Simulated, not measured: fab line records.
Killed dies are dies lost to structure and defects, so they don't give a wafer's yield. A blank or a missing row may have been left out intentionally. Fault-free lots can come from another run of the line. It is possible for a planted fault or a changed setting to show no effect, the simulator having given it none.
fab line records ; flow sky130
record lots=7; wafers=21; lastDay=49
route steps=708 shown LDD_N@247 LDD_P@255 PAD_OPEN@708
lots untouched by any fault: they come from a run of this same line in which no faults occurred
startH: start of the lot's first displayed wafer, in hours after the record's first day ; waitH: time in hours since the lot's previous step ; " same as the row above ; L1.1+2: several wafers, shown together as one row ; - either no value or no given start ; * or withheld: withheld ; < > ~ a bound
route shown NAME@n: a module of which the file shows steps, and the number in the route of the first ; usual: average and standard deviation across the fault-free wafers ; same: alike in all rows ; chamber/n: place in a boat ; sites: readings site by site ; _std_site: how widely they spread, as a standard deviation ; _edge_site: inner sites' mean taken away from outer sites' mean ; radiusMm: for every site, how far away it sits from the centre of the wafer ; mask NAME#n: copy n ; behind: the last tool/chamber to shape the wafer ; hold: why the lot was held/for how many hours/how that ended ; device: the transistor (n, p or np) that didn't switch ; end of line: the same wafers' tests at the end of the route ; a step with no rows: only its recipe ; killed: count of dies lost to structure and defects at first sort (not the wafer's yield) ; map: a wafer's dies, marking killed ones x, the rest . and places with no die _
set.NAME: the run value of the setting; set.NAME@STEP: its run value at that earlier step ; model.NAME: the simulator's own value behind a step, which no gauge read
lots seen at some steps along the route; tables by step, rows by wafer
services: from which hour (startH, from the record's first day; less than 0 if before it) a tool's chamber was out of use, for how many hours, and why
## steps
# step SKY_LDD_N_IMPLANT_10
# recipe species=As; energyKev=20; doseCm2=7.5e+13; tiltDeg=withheld; rotationDeg=203
# step SKY_LDD_N_IMPLANT_11
# recipe species=As; energyKev=20; doseCm2=7.5e+13; tiltDeg=withheld; rotationDeg=293
# step SKY_LDD_N_IMPLANT_12
# recipe species=BF2; energyKev=50; doseCm2=5e+12; tiltDeg=30; rotationDeg=0
# step SKY_LDD_N_IMPLANT_13
# recipe species=BF2; energyKev=50; doseCm2=5e+12; tiltDeg=30; rotationDeg=90
# step SKY_LDD_N_IMPLANT_14
# recipe species=BF2; energyKev=50; doseCm2=5e+12; tiltDeg=30; rotationDeg=180
# step SKY_LDD_N_IMPLANT_15
# recipe species=BF2; energyKev=50; doseCm2=5e+12; tiltDeg=30; rotationDeg=270
# step SKY_LDD_N_STRIP_16
# recipe chemistry=O2/N2; powerW=1400; pressureMtorr=1500; platenTempC=withheld; o2FlowSccm=3000; n2FlowSccm=300; overashFraction=0.5
# usual drypumpMotorCurrentA=5.8/0.39; oesProductAu=0.407/0.0045; stripTimeToEndpointS=4.307/0.015
lot.wafer;tool;chamber;startH;waitH;drypumpMotorCurrentA;oesProductAu;rfHoursCounterH;stripTimeToEndpointS
L537.2;plasmaAsher-01;0;437.20;0.1;5.3;0.404;28;4.285
L537.5;plasmaAsher-01;0;437.20;0.1;5.3;0.408;-;4.288
L537.6;plasmaAsher-01;1;437.20;0.1;6.1;0.403;-;4.281
L540.1;plasmaAsher-01;0;456.78;0.1;5.3;0.408;30;4.318
L540.2;plasmaAsher-01;1;456.78;0.1;6.1;0.405;30;4.301
L540.6;plasmaAsher-01;0;456.78;0.1;5.3;0.400;-;4.316
L541.3;plasmaAsher-02;1;494.21;0.1;6.2;0.404;-;4.280
L541.5;plasmaAsher-02;0;494.21;0.1;5.8;0.408;-;4.295
L541.6;plasmaAsher-02;1;494.21;0.1;6.2;0.408;-;4.278
L542.1;plasmaAsher-03;1;494.41;0.1;5.0;0.404;6;4.290
L542.5;plasmaAsher-03;0;494.41;0.1;5.9;0.408;-;4.287
L542.6;plasmaAsher-03;1;494.41;0.1;5.1;0.409;-;4.313
L544.1;plasmaAsher-03;0;499.38;0.1;5.9;0.401;6;4.315
L544.4;plasmaAsher-03;0;499.38;0.1;6.0;0.410;-;4.303
L544.6;plasmaAsher-03;1;499.38;0.1;5.1;0.408;-;4.314
L552.1;plasmaAsher-01;0;556.06;0.1;5.3;0.403;40;4.314
L552.3;plasmaAsher-01;1;556.06;0.1;6.1;0.401;-;4.292
L552.6;plasmaAsher-01;0;556.06;0.1;5.3;0.399;-;4.284
L551.3;plasmaAsher-03;0;556.99;0.1;6.0;0.407;-;4.301
L551.5;plasmaAsher-03;1;556.99;0.1;5.0;0.398;-;4.306
L551.6;plasmaAsher-03;0;556.99;0.1;5.9;0.421;-;4.291
# step SKY_LDD_N_TW_MEAS_17
# usual LDD_N_TW=2587/17
lot.wafer;tool;chamber;startH;waitH;LDD_N_TW
L537.2;filmMetro-01;-;437.31;0.1;2601
L537.5;filmMetro-01;-;437.31;0.1;2599
L537.6;filmMetro-01;-;437.31;0.1;2589
L540.1;filmMetro-02;-;456.88;0.1;2596
L540.2;filmMetro-02;-;456.88;0.1;2594
L540.6;filmMetro-02;-;456.88;0.1;2592
L541.3;filmMetro-02;-;494.30;0.1;2590
L541.5;filmMetro-02;-;494.30;0.1;2601
L541.6;filmMetro-02;-;494.30;0.1;2596
L542.1;filmMetro-03;-;494.51;0.1;2567
L542.5;filmMetro-03;-;494.51;0.1;2572
L542.6;filmMetro-03;-;494.51;0.1;2571
L544.1;filmMetro-01;-;499.48;0.1;2586
L544.4;filmMetro-01;-;499.48;0.1;2602
L544.6;filmMetro-01;-;499.48;0.1;2597
L552.1;filmMetro-01;-;556.16;0.1;2607
L552.3;filmMetro-01;-;556.16;0.1;2600
L552.6;filmMetro-01;-;556.16;0.1;2609
L551.3;filmMetro-03;-;557.08;0.1;2561
L551.5;filmMetro-03;-;557.08;0.1;2568
L551.6;filmMetro-03;-;557.08;0.1;2556
# step SKY_LDD_P_DEHYDRATE_00
# recipe tempC=200; timeS=60
# step SKY_LDD_P_HMDS_01
# recipe primeTimeS=60; primeTempC=120
# step SKY_LDD_P_COAT_02
# recipe resist=NOVOLAK; spinRpm=3000; resistThkNm=1140
# step SKY_LDD_P_SOFTBAKE_03
# recipe tempC=90; timeS=60; resist=NOVOLAK
# step SKY_LDD_P_EXPOSE_04
# recipe maskId=PSDM; na=0.6; sourceShape=conventional; sigmaOuter=0.6; polarization=unpolarized; targetCdNm=380; doseMj=138
# usual exposureDoseMJCm2=139.79/0.14
lot.wafer;tool;chamber;startH;waitH;mask;exposureDoseMJCm2
L537.2;ilineStepper-01;0;453.08;-;PSDM#0;139.59
L537.5;ilineStepper-01;0;453.08;-;PSDM#0;139.77
L537.6;ilineStepper-01;0;453.08;-;PSDM#0;139.92
L540.1;ilineStepper-01;0;472.17;-;PSDM#0;133.54
L540.2;ilineStepper-01;0;472.17;-;PSDM#0;133.60
L540.6;ilineStepper-01;0;472.17;-;PSDM#0;133.83
L541.3;ilineStepper-02;0;509.25;-;PSDM#0;139.81
L541.5;ilineStepper-02;0;509.25;-;PSDM#0;139.86
L541.6;ilineStepper-02;0;509.25;-;PSDM#0;140.02
L542.1;ilineStepper-01;0;510.15;-;PSDM#0;134.85
L542.5;ilineStepper-01;0;510.15;-;PSDM#0;134.93
L542.6;ilineStepper-01;0;510.15;-;PSDM#0;134.96
L544.1;ilineStepper-01;0;514.65;-;PSDM#0;134.85
L544.4;ilineStepper-01;0;514.65;-;PSDM#0;134.87
L544.6;ilineStepper-01;0;514.65;-;PSDM#0;134.85
L552.1;ilineStepper-02;0;571.36;-;PSDM#0;139.46
L552.3;ilineStepper-02;0;571.36;-;PSDM#0;139.60
L552.6;ilineStepper-02;0;571.36;-;PSDM#0;139.66
L551.3;ilineStepper-02;0;572.01;-;PSDM#0;139.74
L551.5;ilineStepper-02;0;572.01;-;PSDM#0;139.66
L551.6;ilineStepper-02;0;572.01;-;PSDM#0;139.56
# step SKY_LDD_P_PEB_05
# recipe tempC=withheld; timeS=*; resist=NOVOLAK
# step SKY_LDD_P_DEVELOP_06
# recipe resist=NOVOLAK; developer=TMAH; developTimeS=60; devTempC=24.2
lot.wafer;tool;chamber;startH;waitH;model.LDD_P.cdNm
L537.2;lithoTrack-03;0;468.35;0.1;381.6
L537.5;lithoTrack-03;0;468.35;0.1;381.9
L537.6;lithoTrack-03;0;468.35;0.1;380.5
L540.1;lithoTrack-03;0;486.97;0.1;362.8
L540.2;lithoTrack-03;0;486.97;0.1;362.6
L540.6;lithoTrack-03;0;486.97;0.1;363.3
L541.3;lithoTrack-03;0;524.12;0.1;378.1
L541.5;lithoTrack-03;0;524.12;0.1;377.5
L541.6;lithoTrack-03;0;524.12;0.1;375.6
L542.1;lithoTrack-03;0;524.72;0.1;368.7
L542.5;lithoTrack-03;0;524.72;0.1;365.3
L542.6;lithoTrack-03;0;524.72;0.1;369.7
L544.1;lithoTrack-04;0;529.89;0.1;367.4
L544.4;lithoTrack-04;0;529.89;0.1;370.3
L544.6;lithoTrack-04;0;529.89;0.1;368.5
L552.1;lithoTrack-02;0;585.71;0.1;384
L552.3;lithoTrack-02;0;585.71;0.1;386.1
L552.6;lithoTrack-02;0;585.71;0.1;382.5
L551.3;lithoTrack-02;0;586.36;0.1;380.6
L551.5;lithoTrack-02;0;586.36;0.1;379.5
L551.6;lithoTrack-02;0;586.36;0.1;376.6
# step SKY_LDD_P_CD_MEAS_07
# recipe targetCdNm=380
# usual cdNm=379.6/2
lot.wafer;tool;chamber;startH;waitH;cdNm
L537.2;cdSem-02;-;468.49;0.1;381.5
L537.5;cdSem-02;-;468.49;0.1;381.9
L537.6;cdSem-02;-;468.49;0.1;380.5
L540.1;cdSem-01;-;487.12;0.1;363.0
L540.2;cdSem-01;-;487.12;0.1;362.7
L540.6;cdSem-01;-;487.12;0.1;363.1
L541.3;cdSem-02;-;524.26;0.1;378.3
L541.5;cdSem-02;-;524.26;0.1;377.6
L541.6;cdSem-02;-;524.26;0.1;375.6
L542.1;cdSem-02;-;524.87;0.1;368.7
L542.5;cdSem-02;-;524.87;0.1;365.2
L542.6;cdSem-02;-;524.87;0.1;369.6
L544.1;cdSem-01;-;530.04;0.1;367.3
L544.4;cdSem-01;-;530.04;0.1;370.2
L544.6;cdSem-01;-;530.04;0.1;368.6
L552.1;cdSem-02;-;585.86;0.1;384.0
L552.3;cdSem-02;-;585.86;0.1;386.2
L552.6;cdSem-02;-;585.86;0.1;382.6
L551.3;cdSem-01;-;586.50;0.1;380.7
L551.5;cdSem-01;-;586.50;0.1;379.3
L551.6;cdSem-01;-;586.50;0.1;376.6
# step SKY_LDD_P_OVL_MEAS_08
# usual LDD_P_OVL=1.1/1.5
lot.wafer;tool;chamber;startH;waitH;LDD_P_OVL[nm]
L537.2;overlay-01;-;468.60;0.1;-0.3
L537.5;overlay-01;-;468.60;0.1;1.1
L537.6;overlay-01;-;468.60;0.1;-0.9
L540.1;overlay-02;-;487.24;0.1;1.3
L540.2;overlay-02;-;487.24;0.1;2.5
L540.6;overlay-02;-;487.24;0.1;3.7
L541.3;overlay-01;-;524.36;0.1;0.5
L541.5;overlay-01;-;524.36;0.1;0.9
L541.6;overlay-01;-;524.36;0.1;0.3
L542.1;overlay-01;-;524.99;0.1;2.6
L542.5;overlay-01;-;524.99;0.1;0.8
L542.6;overlay-01;-;524.99;0.1;0.7
L544.1;overlay-01;-;530.16;0.1;0.4
L544.4;overlay-01;-;530.16;0.1;0.6
L544.6;overlay-01;-;530.16;0.1;-0.1
L552.1;overlay-02;-;585.98;0.1;-0.2
L552.3;overlay-02;-;585.98;0.1;-0.9
L552.6;overlay-02;-;585.98;0.1;0.2
L551.3;overlay-01;-;586.59;0.1;3.1
L551.5;overlay-01;-;586.59;0.1;1.4
L551.6;overlay-01;-;586.59;0.1;3.6
# step SKY_PAD_OPEN_PROBE_99
# usual killed_at_M0_to_M3=44/7; killed_at_M4_up=3.0/2; killedAtContacts=24/5.3; killedAtFrontEnd=15/4; killedAtOther=0.2/0.41; killedDies=87/9.1; killedOpen=49/7.3; killedShort=38/5.9
# same grossDies=492; killedAtBackSide=0
lot.wafer;tool;chamber;startH;waitH;killed_at_M0_to_M3;killed_at_M4_up;killedAtContacts;killedAtFrontEnd;killedAtOther;killedDies;killedOpen;killedShort
L537.2;prober-02;-;1097.32;0.1;44;4;23;9;0;80;49;31
L537.5;prober-02;-;1097.47;0.2;45;1;28;18;0;92;55;37
L537.6;prober-02;-;1097.52;0.2;42;5;24;17;0;88;55;33
L540.1;prober-01;-;1109.29;0.1;53;6;22;10;0;91;48;43
L540.2;prober-01;-;1109.34;0.1;39;1;32;15;0;87;49;37
L540.6;prober-01;-;1109.54;0.2;46;6;29;13;0;94;53;41
L542.1;prober-02;-;1136.08;0.1;41;8;35;11;1;96;52;44
L542.5;prober-02;-;1136.28;0.2;45;0;21;17;0;83;48;35
L542.6;prober-02;-;1136.33;0.2;42;1;14;11;0;68;34;34
L544.1;prober-01;-;1138.77;0.1;39;1;25;18;0;83;48;35
L544.4;prober-01;-;1138.92;0.2;47;4;16;14;0;81;55;26
L544.6;prober-01;-;1139.02;0.2;36;3;26;26;0;91;40;51
L552.1;prober-02;-;1175.30;0.1;53;1;24;13;0;91;50;41
L552.3;prober-02;-;1175.40;0.2;47;3;32;20;0;102;59;43
L552.6;prober-02;-;1175.55;0.2;54;1;21;14;0;90;51;39
# killed by level:class
L537.2 VIA1:geometricParticle:open=13 VIA2:geometricParticle:open=9 CONTACT:geometricParticle:open=8 LI_CONTACT:geometricParticle:open=6 POLY_GATE:geometricParticle:open=5 VIA3:geometricParticle:open=5 METAL1:geometricParticle:short=5 METAL2:geometricParticle:short=4
L537.5 LI_CONTACT:geometricParticle:open=11 CONTACT:geometricParticle:open=10 VIA3:geometricParticle:open=10 METAL3:geometricParticle:short=8 VIA1:geometricParticle:open=7 LOCAL_INTERCONNECT:geometricParticle:short=6 VIA2:geometricParticle:open=6 FIELD_ISO:geometricParticle:short=5
L537.6 VIA1:geometricParticle:open=10 VIA2:geometricParticle:open=8 VIA3:geometricParticle:open=8 FIELD_ISO:geometricParticle:open=7 LI_CONTACT:geometricParticle:open=7 CONTACT:geometricParticle:open=7 FIELD_ISO:geometricParticle:short=5 CONTACT:geometricParticle:short=5
L540.1 CONTACT:geometricParticle:open=12 METAL1:geometricParticle:short=10 VIA1:geometricParticle:open=10 VIA3:geometricParticle:open=9 METAL3:geometricParticle:short=7 METAL4:geometricParticle:short=5 LI_CONTACT:geometricParticle:open=4 METAL2:geometricParticle:short=4
L540.2 LI_CONTACT:geometricParticle:open=10 VIA3:geometricParticle:open=8 CONTACT:geometricParticle:open=8 VIA1:geometricParticle:open=8 CONTACT:geometricParticle:short=7 METAL1:geometricParticle:short=6 FIELD_ISO:geometricParticle:short=4 FIELD_ISO:geometricParticle:open=4
L540.6 CONTACT:geometricParticle:open=11 VIA1:geometricParticle:open=10 METAL1:geometricParticle:short=8 LI_CONTACT:geometricParticle:open=7 METAL2:geometricParticle:short=6 VIA2:geometricParticle:open=6 FIELD_ISO:geometricParticle:open=5 VIA3:geometricParticle:open=5
L542.1 CONTACT:geometricParticle:open=13 VIA3:geometricParticle:open=10 VIA1:geometricParticle:open=10 CONTACT:geometricParticle:short=7 LOCAL_INTERCONNECT:geometricParticle:short=7 VIA2:geometricParticle:short=7 METAL1:geometricParticle:short=6 METAL4:geometricParticle:short=6
L542.5 VIA1:geometricParticle:open=9 CONTACT:geometricParticle:open=8 LI_CONTACT:geometricParticle:open=6 VIA1:geometricParticle:short=6 VIA2:geometricParticle:open=6 FIELD_ISO:geometricParticle:open=5 POLY_GATE:geometricParticle:short=5 METAL1:geometricParticle:open=4
L542.6 VIA1:geometricParticle:open=11 VIA2:geometricParticle:open=7 METAL1:geometricParticle:short=6 METAL3:geometricParticle:short=5 FIELD_ISO:geometricParticle:open=4 LOCAL_INTERCONNECT:geometricParticle:short=4 CONTACT:geometricParticle:short=4 VIA2:geometricParticle:short=4
L544.1 CONTACT:geometricParticle:open=11 VIA1:geometricParticle:open=10 VIA3:geometricParticle:open=7 FIELD_ISO:geometricParticle:short=5 POLY_GATE:geometricParticle:open=5 LI_CONTACT:geometricParticle:open=5 METAL2:geometricParticle:short=5 VIA1:geometricParticle:short=4
L544.4 VIA1:geometricParticle:open=19 VIA3:geometricParticle:open=9 CONTACT:geometricParticle:open=8 VIA2:geometricParticle:open=4 METAL3:geometricParticle:short=4 FIELD_ISO:geometricParticle:open=3 FIELD_ISO:geometricParticle:short=3 SPACER:geometricParticle:short=3
L544.6 VIA1:geometricParticle:open=9 FIELD_ISO:geometricParticle:short=8 POLY_GATE:geometricParticle:short=8 LOCAL_INTERCONNECT:geometricParticle:short=8 CONTACT:geometricParticle:open=7 POLY_GATE:geometricParticle:open=5 METAL1:geometricParticle:short=5 LI_CONTACT:geometricParticle:open=4
L552.1 VIA1:geometricParticle:open=11 CONTACT:geometricParticle:open=9 VIA2:geometricParticle:open=9 LOCAL_INTERCONNECT:geometricParticle:short=7 VIA1:geometricParticle:short=7 VIA2:geometricParticle:short=6 FIELD_ISO:geometricParticle:open=4 VIA3:geometricParticle:open=4
L552.3 LI_CONTACT:geometricParticle:open=12 VIA2:geometricParticle:open=11 VIA1:geometricParticle:open=8 CONTACT:geometricParticle:open=7 POLY_GATE:geometricParticle:open=6 VIA3:geometricParticle:open=6 METAL1:geometricParticle:short=6 CONTACT:geometricParticle:short=5
L552.6 VIA1:geometricParticle:open=15 LI_CONTACT:geometricParticle:open=8 METAL2:geometricParticle:short=7 VIA2:geometricParticle:open=7 CONTACT:geometricParticle:open=6 POLY_GATE:geometricParticle:open=5 VIA3:geometricParticle:open=5 POLY_GATE:geometricParticle:short=4
## services
tool;chamber;startH;hours;kind
plasmaAsher-03;-;421.25;9.0;pm
plasmaAsher-03;0;421.25;9.0;ventCycle
plasmaAsher-03;1;421.25;9.0;ventCycle
plasmaAsher-03;0;430.25;-;clean
plasmaAsher-03;1;430.25;-;clean
ilineStepper-02;-;462.97;28.9;pm
ilineStepper-01;-;502.85;1.7;pm
ilineStepper-02;-;549.37;1.7;pm
plasmaAsher-03;-;576.64;2.3;repair
## key
firstSign step=SKY_LDD_P_EXPOSE_04; reading=exposureDoseMJCm2; direction=down; sigmas=38; usual=*; struck=*
effect step=SKY_LDD_P_CD_MEAS_07; reading=cdNm; direction=down; sigmas=6.5; usual=379.6; struck=366.5; through=controlLoop
modelEffect step=SKY_LDD_P_DEVELOP_06; value=LDD_P.cdNm; without=377.7; struck=366.5
metAt SKY_LDD_P_EXPOSE_04
struckWafers L540.1,L540.2,L540.6,L542.1,L542.5,L542.6,L544.1,L544.4,L544.6
testerLeftOut L540,L542,L544
loopTrim step=SKY_LDD_P_EXPOSE_04; setting=dose; lots=L542,L544
onsetBetween 453.08 472.17
fault kind=processParameterDrift; tool=ilineStepper-01; chamber=-; onsetH=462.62; steps=SKY_LDD_P_EXPOSE_04; channel=doseMj; offset=-6.1294; shape=step; actsIn=theseRecipesOnly; stated=138
# testerLeftOut: of these lots the tester's yield and bins aren't shown, on N5 and GAA mostly nor the transistor test; their killed dies are dies lost to structure and defects alone, not to doping, threshold or leakage, so they don't give the yield
# loopTrim: a control loop set the setting to another value than it would have without faults
